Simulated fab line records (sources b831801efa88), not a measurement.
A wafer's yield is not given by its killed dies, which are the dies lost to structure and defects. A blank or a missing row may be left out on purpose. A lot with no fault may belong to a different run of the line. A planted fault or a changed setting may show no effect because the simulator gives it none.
fab line records ; flow sky130
record lots=13; wafers=39; lastDay=50
route steps=708 shown LDD_HVN@274 LDD_LDN@297 POLY_CUT@319 PAD_OPEN@708
lots with no fault: from the same line, run without faults
startH: hours from the record's first day to the start of the lot's first wafer shown ; waitH: hours since the lot's step before ; " unchanged from the row above ; L1.1+2: one row covering several wafers at once ; - no value, or no start was given ; * or withheld: withheld ; < > ~ a bound
route shown NAME@n: NAME is a module with steps in the file, n the number in the route of the first one ; usual: the fault-free wafers' mean and standard deviation ; same: alike in all rows ; chamber/n: place in a boat ; sites: the reading at each site ; _std_site: standard deviation across them ; _edge_site: outer sites' mean less inner sites' ; radiusMm: for every site, how far away it sits from the centre of the wafer ; mask NAME#n: copy n ; behind: the most recent tool/chamber to have shaped the wafer ; hold: what put the lot on hold/how long, in hours/how the hold closed ; device: the n, p or np transistor that did not switch ; end of line: the tests these same wafers got at the end of their route ; a step with no rows: only its recipe ; killed: dies lost to structure and defects at the first sort, not the wafer's yield ; map: per-die view of a wafer (x killed, . not killed, _ where there is no die)
set.NAME: the setting that was run; set.NAME@STEP: the one run at that earlier step ; model.NAME: the simulator's own value behind a step, which no gauge read
one table for each step of the route and one row for each wafer, over a sample of lots
services: a tool's chamber out of use, with start hour (startH, from the record's first day; less than 0 if before it), hours out, and reason
## steps
# step SKY_LDD_HVN_OVL_MEAS_07
# usual LDD_HVN_OVL=-1.0/1.5
lot.wafer;tool;chamber;startH;waitH;LDD_HVN_OVL[nm]
L422.3;overlay-01;-;466.96;0.1;-4.3
L422.4;overlay-01;-;466.96;0.1;-0.7
L422.5;overlay-01;-;466.96;0.1;-3.3
L423.1;overlay-01;-;476.40;0.1;-0.9
L423.2;overlay-01;-;476.40;0.1;-2.3
L423.6;overlay-01;-;476.40;0.1;-1.9
L426.2;overlay-01;-;540.65;0.1;-3.3
L426.5;overlay-01;-;540.65;0.1;-0.3
L426.6;overlay-01;-;540.65;0.1;-1.2
L428.1;overlay-02;-;540.95;0.1;-0.1
L428.3;overlay-02;-;540.95;0.1;0.5
L428.4;overlay-02;-;540.95;0.1;-3.0
L427.1;overlay-01;-;541.47;0.1;-3.0
L427.3;overlay-01;-;541.47;0.1;-1.5
L427.4;overlay-01;-;541.47;0.1;-4.6
L429.2;overlay-02;-;543.60;0.1;-0.4
L429.5;overlay-02;-;543.60;0.1;-2.5
L429.6;overlay-02;-;543.60;0.1;-1.2
L430.1;overlay-02;-;552.87;0.1;-2.8
L430.3;overlay-02;-;552.87;0.1;-2.8
L430.6;overlay-02;-;552.87;0.1;-1.9
L432.4;overlay-02;-;573.69;0.1;0.2
L432.5;overlay-02;-;573.69;0.1;0.7
L432.6;overlay-02;-;573.69;0.1;1.5
L439.3;overlay-01;-;634.88;0.1;1.3
L439.4;overlay-01;-;634.88;0.1;0.1
L439.5;overlay-01;-;634.88;0.1;1.6
L437.1;overlay-01;-;636.75;0.1;-2.2
L437.5;overlay-01;-;636.75;0.1;-1.8
L437.6;overlay-01;-;636.75;0.1;-0.5
L438.1;overlay-02;-;636.92;0.1;-0.7
L438.3;overlay-02;-;636.92;0.1;1.1
L438.5;overlay-02;-;636.92;0.1;-1.4
L442.3;overlay-01;-;663.03;0.1;-3.0
L442.4;overlay-01;-;663.03;0.1;-1.3
L442.5;overlay-01;-;663.03;0.1;-1.4
L443.1;overlay-02;-;664.55;0.1;-0.6
L443.3;overlay-02;-;664.55;0.1;-1.4
L443.5;overlay-02;-;664.55;0.1;0.7
# step SKY_LDD_LDN_IMPLANT_08
# recipe species=As; energyKev=15; doseCm2=1.25e+13; tiltDeg=withheld; rotationDeg=23
# usual doseIonsCm2=1.2499e+13/1.1e+10; faradayCurrentUA=70.6/1.4
# same implantIonAmu=75
lot.wafer;tool;chamber;startH;waitH;doseIonsCm2;faradayCurrentUA
L422.3;implanter-01;0;526.15;0.1;1.2479e+13;71.4
L422.4;implanter-01;0;526.15;0.1;1.2478e+13;72.2
L422.5;implanter-01;0;526.15;0.1;1.2489e+13;71.7
L423.1;implanter-04;0;536.69;0.0;1.25e+13;69.0
L423.2;implanter-04;0;536.69;0.0;1.2493e+13;70.6
L423.6;implanter-04;0;536.69;0.0;1.2486e+13;70.7
L426.2;implanter-03;0;599.91;0.0;1.2496e+13;70.9
L426.5;implanter-03;0;599.91;0.0;1.2508e+13;70.8
L426.6;implanter-03;0;599.91;0.0;1.2495e+13;70.6
L428.1;implanter-04;0;600.75;0.0;1.2493e+13;70.7
L428.3;implanter-04;0;600.75;0.0;1.2493e+13;69.8
L428.4;implanter-04;0;600.75;0.0;1.2499e+13;70.7
L427.1;implanter-03;0;600.98;0.0;1.2499e+13;71.4
L427.3;implanter-03;0;600.98;0.0;1.251e+13;72.1
L427.4;implanter-03;0;600.98;0.0;1.2489e+13;71.6
L429.2;implanter-03;0;603.87;0.0;1.2491e+13;70.5
L429.5;implanter-03;0;603.87;0.0;1.2504e+13;69.2
L429.6;implanter-03;0;603.87;0.0;1.2487e+13;70.5
L430.1;implanter-01;0;612.84;0.0;1.2502e+13;69.9
L430.3;implanter-01;0;612.84;0.0;1.2479e+13;72.9
L430.6;implanter-01;0;612.84;0.0;1.249e+13;70.1
L432.4;implanter-01;0;632.27;0.1;1.2499e+13;69.5
L432.5;implanter-01;0;632.27;0.1;1.2502e+13;70.2
L432.6;implanter-01;0;632.27;0.1;1.2508e+13;70.0
L439.3;implanter-04;0;691.75;0.1;1.1639e+13;64.1
L439.4;implanter-04;0;691.75;0.1;1.1644e+13;67.9
L439.5;implanter-04;0;691.75;0.1;1.1665e+13;66.3
L437.1;implanter-04;0;693.28;0.0;1.1629e+13;67.4
L437.5;implanter-04;0;693.28;0.0;1.1621e+13;64.9
L437.6;implanter-04;0;693.28;0.0;1.1637e+13;66.4
L438.1;implanter-01;0;693.58;0.0;1.2513e+13;69.9
L438.3;implanter-01;0;693.58;0.0;1.2495e+13;69.2
L438.5;implanter-01;0;693.58;0.0;1.2521e+13;72.2
L442.3;implanter-03;0;719.58;0.1;1.2506e+13;73.4
L442.4;implanter-03;0;719.58;0.1;1.2507e+13;70.4
L442.5;implanter-03;0;719.58;0.1;1.2487e+13;71.3
L443.1;implanter-01;0;720.73;0.0;1.2513e+13;68.0
L443.3;implanter-01;0;720.73;0.0;1.2493e+13;72.2
L443.5;implanter-01;0;720.73;0.0;1.2501e+13;70.3
# step SKY_LDD_LDN_TW_MEAS_13
# usual LDD_LDN_TW=1477/7
lot.wafer;tool;chamber;startH;waitH;LDD_LDN_TW
L422.3;filmMetro-03;-;526.82;0.1;1469
L422.4;filmMetro-03;-;526.82;0.1;1477
L422.5;filmMetro-03;-;526.82;0.1;1470
L423.1;filmMetro-04;-;537.39;0.1;1480
L423.2;filmMetro-04;-;537.39;0.1;1482
L423.6;filmMetro-04;-;537.39;0.1;1484
L426.2;filmMetro-01;-;600.59;0.1;1475
L426.5;filmMetro-01;-;600.59;0.1;1480
L426.6;filmMetro-01;-;600.59;0.1;1475
L428.1;filmMetro-01;-;601.45;0.1;1477
L428.3;filmMetro-01;-;601.45;0.1;1464
L428.4;filmMetro-01;-;601.45;0.1;1479
L427.1;filmMetro-04;-;601.68;0.1;1487
L427.3;filmMetro-04;-;601.68;0.1;1490
L427.4;filmMetro-04;-;601.68;0.1;1492
L429.2;filmMetro-04;-;604.56;0.1;1488
L429.5;filmMetro-04;-;604.56;0.1;1488
L429.6;filmMetro-04;-;604.56;0.1;1489
L430.1;filmMetro-01;-;613.54;0.1;1477
L430.3;filmMetro-01;-;613.54;0.1;1475
L430.6;filmMetro-01;-;613.54;0.1;1485
L432.4;filmMetro-03;-;632.93;0.1;1467
L432.5;filmMetro-03;-;632.93;0.1;1468
L432.6;filmMetro-03;-;632.93;0.1;1475
L439.3;filmMetro-01;-;692.42;0.1;1461
L439.4;filmMetro-01;-;692.42;0.1;1464
L439.5;filmMetro-01;-;692.42;0.1;1466
L437.1;filmMetro-03;-;693.98;0.1;1467
L437.5;filmMetro-03;-;693.98;0.1;1462
L437.6;filmMetro-03;-;693.98;0.1;1464
L438.1;filmMetro-04;-;694.28;0.1;1473
L438.3;filmMetro-04;-;694.28;0.1;1477
L438.5;filmMetro-04;-;694.28;0.1;1481
L442.3;filmMetro-03;-;720.25;0.1;1465
L442.4;filmMetro-03;-;720.25;0.1;1467
L442.5;filmMetro-03;-;720.25;0.1;1471
L443.1;filmMetro-01;-;721.43;0.1;1478
L443.3;filmMetro-01;-;721.43;0.1;1478
L443.5;filmMetro-01;-;721.43;0.1;1474
# step SKY_POLY_CUT_STRIP_12
# recipe chemistry=O2/N2; powerW=1400; pressureMtorr=1500; platenTempC=withheld; o2FlowSccm=3000; n2FlowSccm=300; overashFraction=0.5
# usual drypumpMotorCurrentA=5.70/0.19; oesProductAu=0.452/0.0047; stripTimeToEndpointS=5.371/0.015
lot.wafer;tool;chamber;startH;waitH;drypumpMotorCurrentA;oesProductAu;rfHoursCounterH;stripTimeToEndpointS
L422.3;plasmaAsher-04;1;560.14;0.1;5.83;0.452;-;5.351
L422.4;plasmaAsher-04;0;560.14;0.1;5.83;0.446;-;5.327
L422.5;plasmaAsher-04;1;560.14;0.1;5.81;0.444;-;5.352
L423.1;plasmaAsher-01;0;570.65;0.0;5.46;0.454;77;5.385
L423.2;plasmaAsher-01;1;570.65;0.0;5.88;0.441;77;5.385
L423.6;plasmaAsher-01;1;570.65;0.0;5.86;0.452;-;5.406
L426.2;plasmaAsher-04;0;631.30;0.0;5.85;0.448;90;5.398
L426.5;plasmaAsher-04;0;631.30;0.0;5.86;0.451;-;5.385
L426.6;plasmaAsher-04;1;631.30;0.0;5.82;0.447;-;5.349
L427.1;plasmaAsher-03;0;633.01;0.0;5.39;0.451;51;5.370
L427.3;plasmaAsher-03;1;633.01;0.0;5.47;0.458;-;5.375
L427.4;plasmaAsher-03;0;633.01;0.0;5.40;0.454;-;5.365
L428.1;plasmaAsher-04;1;633.36;0.0;5.83;0.456;90;5.345
L428.3;plasmaAsher-04;1;633.36;0.0;5.83;0.451;-;5.375
L428.4;plasmaAsher-04;0;633.36;0.0;5.86;0.457;-;5.376
L429.2;plasmaAsher-03;1;635.60;0.0;5.48;0.458;51;5.378
L429.5;plasmaAsher-03;0;635.60;0.0;5.38;0.462;-;5.358
L429.6;plasmaAsher-03;1;635.60;0.0;5.44;0.451;-;5.364
L430.1;plasmaAsher-04;1;645.35;0.0;5.80;0.448;91;5.377
L430.3;plasmaAsher-04;1;645.35;0.0;5.80;0.447;-;5.361
L430.6;plasmaAsher-04;1;645.35;0.0;5.81;0.450;-;5.387
L432.4;plasmaAsher-04;1;663.33;0.1;5.83;0.455;-;5.391
L432.5;plasmaAsher-04;0;663.33;0.1;5.84;0.451;-;5.369
L432.6;plasmaAsher-04;1;663.33;0.1;5.82;0.454;-;5.367
L439.3;plasmaAsher-04;0;722.94;0.1;5.85;0.452;-;5.356
L439.4;plasmaAsher-04;1;722.94;0.1;5.83;0.453;-;5.378
L439.5;plasmaAsher-04;0;722.94;0.1;5.83;0.445;-;5.358
L438.1;plasmaAsher-03;0;723.85;0.0;5.38;0.463;60;5.359
L438.3;plasmaAsher-03;1;723.85;0.0;5.47;0.449;-;5.376
L438.5;plasmaAsher-03;0;723.85;0.0;5.38;0.461;-;5.374
L437.1;plasmaAsher-04;1;724.20;0.0;5.83;0.454;99;5.387
L437.5;plasmaAsher-04;1;724.20;0.0;5.82;0.455;-;5.380
L437.6;plasmaAsher-04;0;724.20;0.0;5.86;0.452;-;5.371
L442.3;plasmaAsher-03;0;748.52;0.1;5.39;0.456;-;5.373
L442.4;plasmaAsher-03;1;748.52;0.1;5.48;0.456;-;5.395
L442.5;plasmaAsher-03;0;748.52;0.1;5.39;0.452;-;5.376
L443.1;plasmaAsher-01;1;750.40;0.0;5.91;0.444;94;5.381
L443.3;plasmaAsher-01;0;750.40;0.0;5.48;0.444;-;5.356
L443.5;plasmaAsher-01;0;750.40;0.0;5.48;0.456;-;5.389
# step SKY_PAD_OPEN_PROBE_99
# usual killed_at_M0_to_M3=44/7.2; killed_at_M4_up=3.0/1.8; killedAtContacts=24/5.4; killedAtFrontEnd=14/4.4; killedAtOther=0.4/0.64; killedDies=86/9.4; killedOpen=47/7.7; killedShort=39/5.8
# same grossDies=492; killedAtBackSide=0
lot.wafer;tool;chamber;startH;waitH;killed_at_M0_to_M3;killed_at_M4_up;killedAtContacts;killedAtFrontEnd;killedAtOther;killedDies;killedOpen;killedShort
L429.2;prober-02;-;1130.25;0.1;47;3;24;11;1;86;51;35
L429.5;prober-02;-;1130.40;0.2;41;7;29;14;0;91;50;41
L429.6;prober-02;-;1130.45;0.2;40;3;28;14;0;85;53;32
# killed by level:class
L429.2 VIA1:geometricParticle:open=17 CONTACT:geometricParticle:open=13 METAL1:geometricParticle:short=6 VIA3:geometricParticle:open=6 LOCAL_INTERCONNECT:geometricParticle:short=4 METAL3:geometricParticle:short=4 FIELD_ISO:geometricParticle:open=3 CONTACT:geometricParticle:short=3
L429.5 CONTACT:geometricParticle:open=12 VIA1:geometricParticle:open=12 VIA1:geometricParticle:short=7 LOCAL_INTERCONNECT:geometricParticle:short=7 METAL1:geometricParticle:short=5 VIA3:geometricParticle:open=5 FIELD_ISO:geometricParticle:open=4 POLY_GATE:geometricParticle:short=4
L429.6 CONTACT:geometricParticle:open=18 VIA1:geometricParticle:open=7 METAL1:geometricParticle:short=7 VIA2:geometricParticle:open=6 VIA3:geometricParticle:open=6 FIELD_ISO:geometricParticle:open=5 METAL2:geometricParticle:short=4 VIA3:geometricParticle:short=4
## services
tool;chamber;startH;hours;kind
implanter-03;-;525.74;0.8;repair
plasmaAsher-03;-;527.98;1.9;repair
implanter-04;-;558.59;3.3;pm
implanter-03;-;587.21;2.6;repair
plasmaAsher-01;-;634.97;14.6;pm
implanter-03;-;640.39;2.4;repair
implanter-04;-;643.70;1.0;repair
implanter-03;-;649.84;1.5;repair
plasmaAsher-03;-;668.13;0.4;repair
implanter-03;-;668.44;4.0;repair
implanter-01;-;677.95;6.5;pm
implanter-04;-;705.13;3.1;repair
plasmaAsher-04;-;733.75;9.0;pm
plasmaAsher-04;0;733.75;9.0;ventCycle
plasmaAsher-04;1;733.75;9.0;ventCycle
implanter-01;-;738.40;3.0;repair
plasmaAsher-04;0;742.75;-;clean
plasmaAsher-04;1;742.75;-;clean
## key
firstSign step=SKY_LDD_LDN_IMPLANT_08; reading=doseIonsCm2; direction=down; sigmas=75; usual=*; struck=*
effect step=SKY_LDD_LDN_IMPLANT_08; reading=faradayCurrentUA; direction=down; sigmas=3.2; usual=70.6; struck=66.2
effect step=SKY_LDD_LDN_TW_MEAS_13; reading=LDD_LDN_TW; direction=down; sigmas=1.8; usual=1477; struck=1464
metAt SKY_LDD_LDN_IMPLANT_08
struckLots L437,L439
testerLeftOut L437,L439
notActingAt SKY_LDD_HVN_OVL_MEAS_07,SKY_LDD_LDN_TW_MEAS_13,SKY_POLY_CUT_STRIP_12
onsetBetween 600.75 691.75
fault kind=processParameterDrift; tool=implanter-04; chamber=-; onsetH=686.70; steps=SKY_LDD_LDN_IMPLANT_08; channel=doseCm2; offset=*; shape=step; endH=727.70; actsIn=*; stated=*
# testerLeftOut: of these lots the tester's yield and bins aren't shown, on N5 and GAA mostly nor the transistor test; their killed dies are dies lost to structure and defects alone, not to doping, threshold or leakage, so they don't give the yield
